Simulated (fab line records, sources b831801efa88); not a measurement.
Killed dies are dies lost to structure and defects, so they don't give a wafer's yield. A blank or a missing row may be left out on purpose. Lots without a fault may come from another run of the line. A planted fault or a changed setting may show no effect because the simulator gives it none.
fab line records | flow sfq_line
record lots=5 wafers=23
route steps=325 shown I4@174 JJ@186 M5@206 R5@218 C5@240 M6@255 I6@270 M7@286
start_h: hours from the record's first day to the start of the lot's first wafer shown | wait_h: hours since the lot's step before | " the same as in the row above | L1.1+2: a row that stands for several wafers | - no value, or no start given | * or withheld: withheld | < > ~ a bound
route shown NAME@n: a module of which the file shows steps, and the number in the route of the first | usual: mean/standard deviation of fault-free wafers | same: alike in all rows | chamber/n: place in a boat | sites: the reading at each site | _std_site: their standard deviation | _edge_site: outer sites' mean less inner sites' | radius_mm: how far each site lies from the wafer's centre | mask NAME#n: copy n | behind: the tool/chamber that last shaped the wafer | hold: why the lot was held/for how many hours/how that ended | device: the transistor (n, p or np) that didn't switch | end of line: the same wafers' tests at the end of the route | a step without rows: its recipe alone | killed: dies lost to structure and defects at the first sort, not the wafer's yield | map: a wafer's dies, x killed, . not, _ none there
set.NAME: the setting as run; set.NAME@STEP: as run at that earlier step | model.NAME: the simulator's own value behind a step, which no gauge read
lots whose settings were changed on purpose; a table a step, a row a wafer
## steps
# step SFQ_TRILAYER_I4_VIA_BARC_OPEN_VIA_ETCH_146
# recipe mask_material=PR chemistry=O2 target_depth_nm=125 target=BARC source_w=500 bias_w=80 pressure_mtorr=30 time_s=41.7
# usual oes_product_au=0.685/0.0051
# columns lot.wafer tool chamber start_h wait_h set.time_s set.dose_mj@TRILAYER_I4_VIA_LITHO_EXPOSE_104 oes_product_au model.KrF_of_TRILAYER_I4_VIA_LITHO_COAT_103.thk_nm model.I4.cd_nm
L076.1 rie_diel-03 2 1221.07 0.0 41.7 21.3 0.691 574.2 702
L076.2 " 0 " " 41.7 22.81 0.681 573.9 712.7
L076.3 " 3 " " 41.7 21.3 0.686 572.2 700.8
L076.4 " 1 " " 43.92 21.3 0.678 569.4 700.3
L076.5 " 2 " " 43.92 22.81 0.681 572.6 711.4
L077.1 rie_diel-01 0 1225.87 0.0 41.7 21.3 0.687 571.6 700.8
L077.2 " 1 " " 41.7 20.05 0.687 570.1 690.4
L077.3 " 3 " " 44.48 20.05 0.678 568.1 690.6
L077.4 " 2 " " 41.7 20.05 0.691 574.4 688.8
L077.6 " 0 " " 44.48 21.3 0.678 568 700
L080.1 rie_diel-03 1 1271.59 0.0 41.7 21.3 0.685 571.6 700.3
L080.3 " 3 " " 41.7 21.3 0.686 570.7 699.3
L080.6 " 2 " " 41.7 21.3 0.683 572.5 700.5
L083.1 rie_diel-01 1 1281.19 0.0 47.77 21.77 0.667 562.7 703.7
L083.3 " 2 " " 41.7 21.77 0.678 570.2 703.5
L083.4 " 0 " " 47.77 21.3 0.663 560.2 700.4
L083.5 " 2 " " 41.7 21.77 0.694 573 703.6
L083.6 " 3 " " 41.7 21.3 0.683 571.8 701.6
L084.1 rie_diel-02 2 1290.79 0.0 36.19 21.3 0.728 574.9 700.5
L084.2 " 3 " " 41.7 21.3 0.688 566.1 699.3
L084.4 " 1 " " 41.7 21.3 0.691 567.6 699.7
L084.5 " 3 " " 41.7 21.3 0.679 569.4 699.8
L084.6 " 0 " " 36.19 21.3 0.731 575.8 699.1
# step SFQ_TRILAYER_I4_VIA_ETCH_VIA_ETCH_106
# recipe target=SiO2 stop_on=Nb mask_material=PR taper_deg=20 chemistry=CHF3 target_depth_nm=260 source_w=500 bias_w=80 pressure_mtorr=30 time_s=withheld
# columns lot.wafer tool chamber start_h wait_h set.time_s@TRILAYER_I4_VIA_BARC_OPEN_VIA_ETCH_146 model.KrF_of_TRILAYER_I4_VIA_LITHO_COAT_103.thk_nm
L076.1 rie_diel-03 2 1221.11 0.0 * 529.8
L076.2 " 0 " " * 528.9
L076.3 " 3 " " * 527.8
L076.4 " 1 " " * 524.5
L076.5 " 2 " " * 528
L077.1 rie_diel-01 0 1225.91 0.0 * 526.3
L077.2 " 1 " " * 525.3
L077.3 " 3 " " * 522.7
L077.4 " 2 " " * 529.8
L077.6 " 0 " " * 522.5
L080.1 rie_diel-03 1 1271.63 0.0 * 526.8
L080.3 " 3 " " * 525.6
L080.6 " 2 " " * 527.6
L083.1 rie_diel-01 1 1281.23 0.0 * 517.8
L083.3 " 2 " " * 525.3
L083.4 " 0 " " * 514.9
L083.5 " 2 " " * 527.8
L083.6 " 3 " " * 526.9
L084.1 rie_diel-02 2 1290.83 0.0 * 530.3
L084.2 " 3 " " * 521.5
L084.4 " 1 " " * 522.9
L084.5 " 3 " " * 524.9
L084.6 " 0 " " * 531.4
# step SFQ_TRILAYER_JJ_CE_LITHO_COAT_114
# recipe resist=KrF spin_rpm=3000 resist_thk_nm=600
# columns lot.wafer tool chamber start_h wait_h set.resist_thk_nm model.KrF_of_TRILAYER_JJ_CE_LITHO_COAT_114.thk_nm
L076.1 litho_track-03 0 1223.68 0.2 600 602.8
L076.2 " 0 " " 614.8 618.6
L076.3 " 0 " " 600 602.3
L076.4 " 0 " " 614.8 617.7
L076.5 " 0 " " 614.8 617.3
L077.1 litho_track-02 0 1228.48 0.2 622.9 622.5
L077.2 " 0 " " 622.9 622
L077.3 " 0 " " 622.9 622.2
L077.4 " 0 " " 600 600
L077.6 " 0 " " 600 598.8
L080.1 litho_track-02 0 1274.23 0.2 600 601.9
L080.3 " 0 " " 600 602
L080.6 " 0 " " 600 602.5
L083.1+3 litho_track-02 0 1283.80 0.2 600 598.8
L083.4 " 0 " " 600 598.3
L083.5 " 0 " " 600 599.9
L083.6 " 0 " " 600 601.5
L084.1 litho_track-02 0 1293.40 0.2 629.4 631.1
L084.2 " 0 " " 600 604.3
L084.4 " 0 " " 629.4 630.8
L084.5 " 0 " " 600 602.5
L084.6 " 0 " " 629.4 631.5
# step SFQ_TRILAYER_M5_ETCH_METAL_ETCH_126
# recipe target=Nb stop_on=SiO2 mask_material=PR over_etch_frac=0.15 time_s=203.2 chemistry=Cl2/BCl3 target_depth_nm=265 icp_w=600 bias_w=80 pressure_mtorr=10
# columns lot.wafer tool chamber start_h wait_h set.icp_w model.KrF_of_TRILAYER_M5_LITHO_COAT_123.thk_nm model.SiO2_of_TRILAYER_I4_DEP_PECVD_099.thk_nm
L076.1 rie_metal-03 1 1461.73 0.0 600 370 179.2
L076.2 " 0 " " 600 369.9 178.6
L076.3 " 1 " " 600 369.2 180
L076.4 " 0 " " 600 369.1 179.3
L076.5 " 0 " " 600 370.5 180.3
L077.1 rie_metal-03 1 1466.53 0.0 645.4 361 178.2
L077.2 " 0 " " 645.4 360.9 178.9
L077.3 " 1 " " 600 368.7 181.1
L077.4 " 0 " " 600 371.3 180.6
L077.6 " 0 " " 600 369.9 180.8
L080.1 rie_metal-03 0 1489.65 0.0 600 367.1 181.1
L080.3 " 1 " " 600 367.8 181.5
L080.6 " 1 " " 600 369 182.4
L083.1 rie_metal-02 0 1498.05 0.0 600 365.4 179.2
L083.3 " 1 " " 600 368.9 180.1
L083.4 " 0 " " 600 369.4 179.4
L083.5 " 1 " " 600 373.2 180.3
L083.6 " 0 " " 600 369.3 180.5
L084.1 rie_metal-03 1 1504.05 0.0 600 367.8 180
L084.2 " 0 " " 600 369.2 179.3
L084.4 " 0 " " 600 371.4 179.8
L084.5 " 0 " " 664.4 353.2 177.1
L084.6 " 1 " " 664.4 353.4 177
# step SFQ_TRILAYER_R5_LITHO_COAT_136
# recipe resist=KrF spin_rpm=3000 resist_thk_nm=600
# columns lot.wafer tool chamber start_h wait_h set.spin_rpm model.KrF_of_TRILAYER_R5_LITHO_COAT_136.thk_nm
L076.1+5 litho_track-02 0 1506.16 0.2 3000 602.4
L076.2 " 0 " " 2819 620.8
L076.3 " 0 " " 2819 620.6
L076.4 " 0 " " 3000 602.6
L077.1 litho_track-01 0 1512.14 0.2 3061 593.1
L077.2+6 " 0 " " 3061 591.2
L077.3 " 0 " " 3000 598.2
L077.4 " 0 " " 3000 597.1
L080.1 litho_track-02 0 1539.14 0.2 3000 603.3
L080.3 " 0 " " 3000 602.8
L080.6 " 0 " " 3000 602.6
L083.1 litho_track-03 0 1548.42 0.2 3091 595.7
L083.3+5 " 0 " " 3000 600.9
L083.4 " 0 " " 3091 594
L083.6 " 0 " " 3091 591.2
L084.1 litho_track-02 0 1554.16 0.2 3000 600
L084.2 " 0 " " 2894 611.8
L084.4+5 " 0 " " 2894 610.4
L084.6 " 0 " " 3000 599.1
# step SFQ_TRILAYER_R5_LITHO_PEB_139
# recipe peb_temp_c=115 peb_time_s=60 resist=KrF
# columns lot.wafer tool chamber start_h wait_h set.peb_temp_c
L076.1+2+3+4+5 litho_track-01 0 1513.65 1.0 115
L077.1+4+6 litho_track-01 0 1519.65 1.0 118.1
L077.2+3 " 0 " " 115
L080.1+3+6 litho_track-03 0 1550.26 1.0 115
L083.1+3+4 litho_track-03 0 1564.42 1.0 113.4
L083.5+6 " 0 " " 115
L084.1+2+4+5+6 litho_track-03 0 1570.42 1.0 115
# step SFQ_TRILAYER_R5_LITHO_DEVELOP_138
# recipe time_s=60 resist=KrF
# step SFQ_TRILAYER_R5_BARC_OPEN_METAL_ETCH_177
# recipe mask_material=PR chemistry=O2 target_depth_nm=125 target=BARC icp_w=600 bias_w=80 pressure_mtorr=10 time_s=41.7
# columns lot.wafer tool chamber start_h wait_h set.spin_rpm@TRILAYER_R5_LITHO_COAT_136 set.peb_temp_c@TRILAYER_R5_LITHO_PEB_139 model.R5.cd_nm model.KrF_of_TRILAYER_R5_LITHO_COAT_136.thk_nm
L076.1 rie_metal-04 0 1513.99 0.0 3000 115 500.3 524.8
L076.2 " 1 " " 2819 115 500.7 543
L076.3 " 0 " " 2819 115 500.4 542.6
L076.4 " 1 " " 3000 115 499.6 524.2
L076.5 " 0 " " 3000 115 499.5 525
L077.1 rie_metal-01 0 1519.99 0.0 3061 118.1 449.3 516.4
L077.2 " 1 " " 3061 115 498.7 514.1
L077.3 " 1 " " 3000 115 499.3 521.4
L077.4 " 0 " " 3000 118.1 449.7 520.3
L077.6 " 1 " " 3061 118.1 448.2 514.7
L080.1 rie_metal-04 0 1550.60 0.0 3000 115 501 525.2
L080.3 " 1 " " 3000 115 499.6 525.2
L080.6 " 1 " " 3000 115 500.9 524.6
L083.1 rie_metal-04 0 1564.76 0.0 3091 113.4 530.2 518.3
L083.3 " 0 " " 3000 113.4 530.6 523.3
L083.4 " 1 " " 3091 113.4 530 516.6
L083.5 " 0 " " 3000 115 499.6 523.1
L083.6 " 1 " " 3091 115 499.1 513.6
L084.1 rie_metal-01 1 1570.76 0.0 3000 115 497.8 522.9
L084.2 " 0 " " 2894 115 499.3 534.5
L084.4 " 0 " " 2894 115 499.3 533.2
L084.5 " 1 " " 2894 115 498.3 533.2
L084.6 " 0 " " 3000 115 497.7 522.6
# step SFQ_TRILAYER_C5_LITHO_COAT_156
# recipe resist=BARC spin_rpm=3000 resist_thk_nm=62
# columns lot.wafer tool chamber start_h wait_h set.resist_thk_nm model.BARC_of_TRILAYER_C5_LITHO_COAT_156.thk_nm
L076.1 litho_track-02 0 1525.75 0.0 62 62.45
L076.2 " 0 " " 63.9 64.24
L076.3 " 0 " " 62 62.44
L076.4 " 0 " " 63.9 64.3
L076.5 " 0 " " 63.9 64.35
L077.1 litho_track-03 0 1530.75 0.2 62 62.12
L077.2 " 0 " " 62 62.19
L077.3 " 0 " " 63.81 63.99
L077.4 " 0 " " 62 61.82
L077.6 " 0 " " 63.81 63.89
L080.1 litho_track-04 0 1570.54 0.0 62 61.84
L080.3 " 0 " " 62 61.9
L080.6 " 0 " " 62 62
L083.1 litho_track-02 0 1581.44 0.0 58.68 58.75
L083.3 " 0 " " 62 62.04
L083.4 " 0 " " 62 62.11
L083.5 " 0 " " 58.68 58.53
L083.6 " 0 " " 62 62.12
L084.1 litho_track-03 0 1586.12 0.0 62 62.09
L084.2 " 0 " " 62 62.13
L084.4 " 0 " " 62 62.03
L084.5 " 0 " " 62 62.16
L084.6 " 0 " " 62 62.1
# step SFQ_TRILAYER_C5_BARC_OPEN_VIA_ETCH_210
# recipe mask_material=PR chemistry=O2 target_depth_nm=125 target=BARC source_w=500 bias_w=80 pressure_mtorr=30 time_s=41.7
# columns lot.wafer tool chamber start_h wait_h set.bias_w set.resist_thk_nm@TRILAYER_C5_LITHO_COAT_156 model.etch.depth_nm
L076.1 rie_diel-04 0 1537.40 0.0 75.08 62 62.45
L076.2 " 2 " " 75.08 63.9 64.24
L076.3 " 1 " " 80 62 62.44
L076.4 " 3 " " 80 63.9 64.3
L076.5 " 2 " " 80 63.9 64.35
L077.1 rie_diel-04 2 1541.00 0.0 87.34 62 62.12
L077.2 " 1 " " 80 62 62.19
L077.3 " 3 " " 87.34 63.81 63.99
L077.4 " 0 " " 87.34 62 61.82
L077.6 " 2 " " 80 63.81 63.89
L080.1 rie_diel-03 3 1583.96 0.0 80 62 61.84
L080.3 " 2 " " 80 62 61.9
L080.6 " 3 " " 80 62 62
L083.1 rie_diel-04 2 1597.16 0.0 80 58.68 58.75
L083.3 " 1 " " 80 62 62.04
L083.4 " 2 " " 80 62 62.11
L083.5 " 3 " " 80 58.68 58.53
L083.6 " 1 " " 80 62 62.12
L084.1 rie_diel-04 3 1605.11 0.0 72.4 62 62.09
L084.2 " 1 " " 72.4 62 62.13
L084.4 " 2 " " 80 62 62.03
L084.5 " 1 " " 80 62 62.16
L084.6 " 0 " " 72.4 62 62.1
# step SFQ_TRILAYER_M6_LITHO_COAT_164
# recipe resist=BARC spin_rpm=3000 resist_thk_nm=62
# columns lot.wafer tool chamber start_h wait_h set.spin_rpm model.BARC_of_TRILAYER_M6_LITHO_COAT_164.thk_nm
L076.1 litho_track-01 0 1538.56 0.1 3000 62.11
L076.2 " 0 " " 3000 62.09
L076.3 " 0 " " 3000 62.13
L076.4 " 0 " " 3000 62.15
L076.5 " 0 " " 3000 61.8
L077.1 litho_track-01 0 1542.16 0.1 3000 62.1
L077.2 " 0 " " 2840 63.79
L077.3 " 0 " " 3000 61.98
L077.4 " 0 " " 2840 63.75
L077.6 " 0 " " 3000 62.26
L080.1 litho_track-01 0 1585.72 0.1 3000 61.92
L080.3 " 0 " " 3000 61.9
L080.6 " 0 " " 3000 62.09
L083.1 litho_track-03 0 1598.32 0.1 3000 62.18
L083.3 " 0 " " 3182 60.21
L083.4 " 0 " " 3000 62.24
L083.5 " 0 " " 3000 62
L083.6 " 0 " " 3182 60.18
L084.1 litho_track-01 0 1606.27 0.1 2879 63.21
L084.2 " 0 " " 2879 63.29
L084.4 " 0 " " 2879 63.14
L084.5 " 0 " " 3000 61.97
L084.6 " 0 " " 3000 62.18
# step SFQ_TRILAYER_M6_LITHO_PEB_162
# recipe peb_temp_c=115 peb_time_s=60 resist=KrF
# columns lot.wafer tool chamber start_h wait_h set.peb_temp_c
L076.1+2+3+4+5 litho_track-04 0 1549.06 1.0 115
L077.1+6 litho_track-03 0 1551.46 1.0 112
L077.2+3+4 " 0 " " 115
L080.1+3+6 litho_track-03 0 1603.57 1.0 115
L083.1+5+6 litho_track-01 0 1619.17 1.0 115
L083.3+4 " 0 " " 116
L084.1+4+5 litho_track-01 0 1627.57 1.0 118.7
L084.2+6 " 0 " " 115
# step SFQ_TRILAYER_M6_LITHO_DEVELOP_161
# recipe time_s=60 resist=KrF
# step SFQ_TRILAYER_M6_BARC_OPEN_METAL_ETCH_206
# recipe mask_material=PR chemistry=O2 target_depth_nm=125 target=BARC icp_w=600 bias_w=80 pressure_mtorr=10 time_s=41.7
# columns lot.wafer tool chamber start_h wait_h set.spin_rpm@TRILAYER_M6_LITHO_COAT_164 set.peb_temp_c@TRILAYER_M6_LITHO_PEB_162 model.M6.cd_nm model.etch.depth_nm
L076.1 rie_metal-04 0 1549.40 0.0 3000 115 499.6 62.11
L076.2 " 1 " " 3000 115 498.9 62.09
L076.3 " 0 " " 3000 115 500.2 62.13
L076.4 " 1 " " 3000 115 500 62.15
L076.5 " 1 " " 3000 115 500 61.8
L077.1 rie_metal-02 0 1551.80 0.0 3000 112 559.8 62.1
L077.2 " 1 " " 2840 115 499.5 63.79
L077.3 " 0 " " 3000 115 498.1 61.98
L077.4 " 1 " " 2840 115 498.5 63.75
L077.6 " 1 " " 3000 112 559.7 62.26
L080.1 rie_metal-03 0 1603.91 0.0 3000 115 499.9 61.92
L080.3 " 1 " " 3000 115 499.2 61.9
L080.6 " 0 " " 3000 115 499.8 62.09
L083.1 rie_metal-03 0 1619.51 0.0 3000 115 499.8 62.18
L083.3 " 1 " " 3182 116 481.8 60.21
L083.4 " 0 " " 3000 116 483 62.24
L083.5 " 1 " " 3000 115 499.1 62
L083.6 " 0 " " 3182 115 499.7 60.18
L084.1 rie_metal-02 0 1627.91 0.0 2879 118.7 442.2 63.21
L084.2 " 1 " " 2879 115 501 63.29
L084.4 " 1 " " 2879 118.7 442 63.14
L084.5 " 1 " " 3000 118.7 442.2 61.97
L084.6 " 0 " " 3000 115 501 62.18
# step SFQ_TRILAYER_I6_VIA_LITHO_COAT_174
# recipe resist=BARC spin_rpm=3000 resist_thk_nm=62
# columns lot.wafer tool chamber start_h wait_h set.resist_thk_nm model.BARC_of_TRILAYER_I6_VIA_LITHO_COAT_174.thk_nm
L076.1 litho_track-02 0 1607.71 1.0 63.18 63.11
L076.2 " 0 " " 62 61.97
L076.3 " 0 " " 62 61.95
L076.4 " 0 " " 62 61.88
L076.5 " 0 " " 63.18 63.01
L077.1 litho_track-01 0 1609.87 1.1 62 61.82
L077.2 " 0 " " 62 61.74
L077.3 " 0 " " 64.63 64.55
L077.4 " 0 " " 64.63 64.22
L077.6 " 0 " " 64.63 64.32
L080.1 litho_track-03 0 1640.94 1.0 62 61.95
L080.3 " 0 " " 62 62.1
L080.6 " 0 " " 62 62.09
L083.1 litho_track-02 0 1651.76 1.0 62 62.01
L083.3 " 0 " " 65.68 65.77
L083.4 " 0 " " 62 62.15
L083.5 " 0 " " 65.68 65.99
L083.6 " 0 " " 62 62.07
L084.1 litho_track-02 0 1660.76 1.0 62 62.27
L084.2 " 0 " " 62 62.19
L084.4 " 0 " " 58.51 58.7
L084.5 " 0 " " 58.51 58.55
L084.6 " 0 " " 58.51 58.56
# step SFQ_TRILAYER_I6_VIA_LITHO_PEB_172
# recipe peb_temp_c=115 peb_time_s=60 resist=KrF
# columns lot.wafer tool chamber start_h wait_h set.peb_temp_c
L076.1+3+5 litho_track-02 0 1674.19 1.0 115
L076.2+4 " 0 " " 116.6
L077.1+3 litho_track-01 0 1677.79 1.0 116.9
L077.2+4+6 " 0 " " 115
L080.1+3+6 litho_track-03 0 1718.39 1.0 115
L083.1+6 litho_track-01 0 - - 115
L083.3+4+5 " 0 " " 116.3
L084.1+6 litho_track-03 0 1744.34 1.0 117.4
L084.2+4+5 " 0 " " 115
# step SFQ_TRILAYER_I6_VIA_LITHO_DEVELOP_171
# recipe time_s=60 resist=KrF
# step SFQ_TRILAYER_I6_VIA_BARC_OPEN_VIA_ETCH_235
# recipe mask_material=PR chemistry=O2 target_depth_nm=125 target=BARC source_w=500 bias_w=80 pressure_mtorr=30 time_s=41.7
# usual oes_product_au=0.685/0.0048
# columns lot.wafer tool chamber start_h wait_h set.resist_thk_nm@TRILAYER_I6_VIA_LITHO_COAT_174 set.peb_temp_c@TRILAYER_I6_VIA_LITHO_PEB_172 oes_product_au model.I6.cd_nm model.etch.depth_nm
L076.1 rie_diel-04 0 1674.52 0.0 63.18 115 0.691 699.5 63.11
L076.2 " 3 " " 62 116.6 0.687 726.6 61.97
L076.3 " 1 " " 62 115 0.685 699.6 61.95
L076.4 " 2 " " 62 116.6 0.678 727.5 61.88
L076.5 " 3 " " 63.18 115 0.685 699.7 63.01
L077.1 rie_diel-01 0 1678.12 0.0 62 116.9 0.685 731 61.82
L077.2 " 3 " " 62 115 0.685 698.1 61.74
L077.3 " 1 " " 64.63 116.9 0.693 732.3 64.55
L077.4 " 1 " " 64.63 115 0.694 698.7 64.22
L077.6 " 3 " " 64.63 115 0.693 697.4 64.32
L080.1 rie_diel-04 1 1718.72 0.0 62 115 0.685 699.9 61.95
L080.3 " 0 " " 62 115 0.685 701.4 62.1
L080.6 " 3 " " 62 115 0.692 701.7 62.09
L083.1 rie_diel-04 0 1735.20 0.0 62 115 0.684 702.5 62.01
L083.3 " 2 " " 65.68 116.3 0.701 723.9 65.77
L083.4 " 2 " " 62 116.3 0.683 724 62.15
L083.5 " 1 " " 65.68 116.3 0.700 724.4 65.99
L083.6 " 0 " " 62 115 0.693 702.6 62.07
L084.1 rie_diel-03 2 1744.67 0.0 62 117.4 0.689 740.7 62.27
L084.2 " 1 " " 62 115 0.676 697.9 62.19
L084.4 " 3 " " 58.51 115 0.667 697.6 58.7
L084.5 " 1 " " 58.51 115 0.665 698.2 58.55
L084.6 " 2 " " 58.51 117.4 0.662 740 58.56
# step SFQ_TRILAYER_M7_LITHO_COAT_177
# recipe resist=KrF spin_rpm=3000 resist_thk_nm=600
# columns lot.wafer tool chamber start_h wait_h set.spin_rpm model.KrF_of_TRILAYER_M7_LITHO_COAT_177.thk_nm
L076.1 litho_track-01 0 1676.07 0.2 3000 599.1
L076.2 " 0 " " 3000 599.3
L076.3 " 0 " " 3000 599.4
L076.4 " 0 " " 3000 599.9
L076.5 " 0 " " 3000 597.2
L077.1 litho_track-01 0 1679.67 0.2 3000 599
L077.2 " 0 " " 3000 597.1
L077.3 " 0 " " 3153 583.4
L077.4 " 0 " " 3153 582.6
L077.6 " 0 " " 3000 598.7
L080.1 litho_track-01 0 1720.25 0.2 3000 601.4
L080.3 " 0 " " 3000 603
L080.6 " 0 " " 3000 600.1
L083.1 litho_track-01 0 1736.73 0.2 3000 601
L083.3 " 0 " " 3000 600.5
L083.4 " 0 " " 3091 592.2
L083.5 " 0 " " 3091 591.3
L083.6 " 0 " " 3000 600.7
L084.1 litho_track-01 0 1746.20 0.2 2917 610.1
L084.2 " 0 " " 3000 601.9
L084.4 " 0 " " 3000 602.9
L084.5 " 0 " " 2917 608.4
L084.6 " 0 " " 2917 608.6
## key
split step=SFQ_TRILAYER_I4_VIA_BARC_OPEN_VIA_ETCH_146 setting=time_s stated=41.7 by=wafer
response step=SFQ_TRILAYER_I4_VIA_BARC_OPEN_VIA_ETCH_146 reading=oes_product_au change=-0.00212 per=1% r=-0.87
response step=SFQ_TRILAYER_I4_VIA_BARC_OPEN_VIA_ETCH_146 reading=model.KrF_of_TRILAYER_I4_VIA_LITHO_COAT_103.thk_nm change=-0.628 per=1% r=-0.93
response step=SFQ_TRILAYER_I4_VIA_ETCH_VIA_ETCH_106 reading=model.KrF_of_TRILAYER_I4_VIA_LITHO_COAT_103.thk_nm change=-0.645 per=1% r=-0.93
split step=SFQ_TRILAYER_JJ_CE_LITHO_COAT_114 setting=resist_thk_nm stated=600 by=wafer
response step=SFQ_TRILAYER_JJ_CE_LITHO_COAT_114 reading=model.KrF_of_TRILAYER_JJ_CE_LITHO_COAT_114.thk_nm change=+5.84 per=1% r=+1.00
split step=SFQ_TRILAYER_M5_ETCH_METAL_ETCH_126 setting=icp_w stated=600 by=wafer
response step=SFQ_TRILAYER_M5_ETCH_METAL_ETCH_126 reading=model.KrF_of_TRILAYER_M5_LITHO_COAT_123.thk_nm change=-1.4 per=1% r=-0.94
response step=SFQ_TRILAYER_M5_ETCH_METAL_ETCH_126 reading=model.SiO2_of_TRILAYER_I4_DEP_PECVD_099.thk_nm change=-0.263 per=1% r=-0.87
split step=SFQ_TRILAYER_R5_LITHO_COAT_136 setting=spin_rpm stated=3000 by=wafer
response step=SFQ_TRILAYER_R5_LITHO_COAT_136 reading=model.KrF_of_TRILAYER_R5_LITHO_COAT_136.thk_nm change=-2.95 per=1% r=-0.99
response step=SFQ_TRILAYER_R5_BARC_OPEN_METAL_ETCH_177 reading=model.KrF_of_TRILAYER_R5_LITHO_COAT_136.thk_nm change=-2.91 per=1% r=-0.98
split step=SFQ_TRILAYER_R5_LITHO_PEB_139 setting=peb_temp_c stated=115 by=wafer
response step=SFQ_TRILAYER_R5_BARC_OPEN_METAL_ETCH_177 reading=model.R5.cd_nm change=-19.3 per=1% r=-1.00
split step=SFQ_TRILAYER_C5_LITHO_COAT_156 setting=resist_thk_nm stated=62 by=wafer
response step=SFQ_TRILAYER_C5_LITHO_COAT_156 reading=model.BARC_of_TRILAYER_C5_LITHO_COAT_156.thk_nm change=+0.637 per=1% r=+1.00
response step=SFQ_TRILAYER_C5_BARC_OPEN_VIA_ETCH_210 reading=model.etch.depth_nm change=+0.637 per=1% r=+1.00
split step=SFQ_TRILAYER_C5_BARC_OPEN_VIA_ETCH_210 setting=bias_w stated=80 by=wafer
response none clear
split step=SFQ_TRILAYER_M6_LITHO_COAT_164 setting=spin_rpm stated=3000 by=wafer
response step=SFQ_TRILAYER_M6_LITHO_COAT_164 reading=model.BARC_of_TRILAYER_M6_LITHO_COAT_164.thk_nm change=-0.309 per=1% r=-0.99
response step=SFQ_TRILAYER_M6_BARC_OPEN_METAL_ETCH_206 reading=model.etch.depth_nm change=-0.309 per=1% r=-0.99
split step=SFQ_TRILAYER_M6_LITHO_PEB_162 setting=peb_temp_c stated=115 by=wafer
response step=SFQ_TRILAYER_M6_BARC_OPEN_METAL_ETCH_206 reading=model.M6.cd_nm change=-20.3 per=1% r=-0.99
split step=SFQ_TRILAYER_I6_VIA_LITHO_COAT_174 setting=resist_thk_nm stated=62 by=wafer
response step=SFQ_TRILAYER_I6_VIA_LITHO_COAT_174 reading=model.BARC_of_TRILAYER_I6_VIA_LITHO_COAT_174.thk_nm change=+0.634 per=1% r=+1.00
response step=SFQ_TRILAYER_I6_VIA_BARC_OPEN_VIA_ETCH_235 reading=oes_product_au change=+0.00258 per=1% r=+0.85
response step=SFQ_TRILAYER_I6_VIA_BARC_OPEN_VIA_ETCH_235 reading=model.etch.depth_nm change=+0.634 per=1% r=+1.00
split step=SFQ_TRILAYER_I6_VIA_LITHO_PEB_172 setting=peb_temp_c stated=115 by=wafer
response step=SFQ_TRILAYER_I6_VIA_BARC_OPEN_VIA_ETCH_235 reading=model.I6.cd_nm change=+20.1 per=1% r=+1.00
split step=SFQ_TRILAYER_M7_LITHO_COAT_177 setting=spin_rpm stated=3000 by=wafer
response step=SFQ_TRILAYER_M7_LITHO_COAT_177 reading=model.KrF_of_TRILAYER_M7_LITHO_COAT_177.thk_nm change=-2.87 per=1% r=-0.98
split outside_this_file step=SFQ_TRILAYER_I4_VIA_LITHO_EXPOSE_104 setting=dose_mj
# split outside_this_file: this setting was split too, and the file shows its column; the key of that split is in another file
